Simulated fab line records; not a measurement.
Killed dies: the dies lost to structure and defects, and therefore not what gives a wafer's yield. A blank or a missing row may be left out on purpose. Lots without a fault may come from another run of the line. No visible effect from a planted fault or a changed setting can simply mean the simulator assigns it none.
The tool behind it: which one? + flow gf180mcu + 14 lots, 42 wafers sampled, at 2 steps of a route of 602

WHAT EACH GAUGE READ, for each wafer
GF_V4_THK_MEAS_03. Usual: V4_CVD_02_THK gives 855 nm (standard deviation 11).
| lot  | measured     | on            | V4_CVD_02_THK (nm) | flag |
|------|--------------|---------------|--------------------|------|
| L265 | day 23 09:10 | film-metro-01 | 864 848 863        |      |
| L266 | day 23 19:20 | film-metro-02 | 840 844 858        |      |
| L267 | day 24 08:19 | film-metro-03 | 849 855 868        |      |
| L268 | day 24 11:45 | film-metro-02 | 849 860 869        |      |
| L269 | day 24 23:58 | film-metro-02 | 841 850 860        |      |
| L270 | day 25 04:23 | film-metro-01 | 858 879 865        |      |
| L271 | day 25 13:30 | film-metro-03 | 858 845 849        |      |
| L272 | day 26 11:05 | film-metro-01 | 854 861 873        |      |
| L274 | day 26 18:08 | film-metro-01 | 852 834 874        |      |
| L275 | day 27 05:31 | film-metro-01 | 859 859 859        |      |
| L278 | day 28 01:34 | film-metro-02 | 845 863 861        |      |
| L283 | day 29 07:04 | film-metro-03 | 848 868 869        |      |
| L286 | day 30 02:17 | film-metro-01 | 860 845 871        |      |
| L288 | day 30 14:47 | film-metro-03 | 849 845 853        |      |

TOOL THAT RAN EACH LOT (tool first, then ch and the chambers of the sampled wafers, then the start)
| lot  | GF_VT_IMPLANT_WET_ETCH_50       |
|------|---------------------------------|
| L265 | wet-bench-03 ch 2, day 7 12:35  |
| L266 | wet-bench-03 ch 3, day 7 21:14  |
| L267 | wet-bench-03 ch 1, day 8 04:05  |
| L268 | wet-bench-03 ch 2, day 8 10:23  |
| L269 | wet-bench-02 ch 0, day 8 19:47  |
| L270 | wet-bench-04 ch 3, day 8 22:02  |
| L271 | wet-bench-04 ch 1, day 9 05:26  |
| L272 | wet-bench-02 ch 1, day 9 17:27  |
| L274 | wet-bench-02 ch 3, day 9 23:56  |
| L275 | wet-bench-03 ch 2, day 10 12:54 |
| L278 | wet-bench-03 ch 2, day 11 06:32 |
| L283 | wet-bench-03 ch 0, day 12 15:06 |
| L286 | wet-bench-02 ch 1, day 13 10:32 |
| L288 | wet-bench-04 ch 2, day 14 01:47 |
- GF_VT_IMPLANT_WET_ETCH_50: etches SiO2 in dHF, target depth 20 nm, time 400 s.

AS READ BY THE TOOLS THEMSELVES (means over the sampled wafers that have a number; for cases with no such wafer, the mark the record gives instead)
GF_VT_IMPLANT_WET_ETCH_50. Usual: temp-c reads 24.98 C (standard deviation 0.11).
| lot  | tool         | temp-c (C) | flag |
|------|--------------|------------|------|
| L265 | wet-bench-03 | 24.92      |      |
| L266 | wet-bench-03 | 25.05      |      |
| L267 | wet-bench-03 | 24.94      |      |
| L268 | wet-bench-03 | 24.87      |      |
| L269 | wet-bench-02 | 25.06      |      |
| L270 | wet-bench-04 | 24.88      |      |
| L271 | wet-bench-04 | 24.98      |      |
| L272 | wet-bench-02 | 25.03      |      |
| L274 | wet-bench-02 | 25.01      |      |
| L275 | wet-bench-03 | 24.98      |      |
| L278 | wet-bench-03 | 24.98      |      |
| L283 | wet-bench-03 | 25.01      |      |
| L286 | wet-bench-02 | 25.18      |      |
| L288 | wet-bench-04 | 25.00      |      |

THE ANSWER, worked out from the rows above alone
Rule: a lot counts as off when the mean over its wafers that have a number is more than 3 standard deviations away from the usual mean. Also off: a lot with no number at a reading for which 4 or more lots have one. The other lots that the step has rows for count as sound. Order of review: gauges by route order, followed by the tools' own readings, for which a lot's mean as printed above is used. The first step at which some lot is off is used, and at that step the reading that is off furthest; a lot without a number counts as furthest.
Nothing can be told from this: no lot is off at any reading shown.

WHAT THE SIMULATOR HAD PUT IN
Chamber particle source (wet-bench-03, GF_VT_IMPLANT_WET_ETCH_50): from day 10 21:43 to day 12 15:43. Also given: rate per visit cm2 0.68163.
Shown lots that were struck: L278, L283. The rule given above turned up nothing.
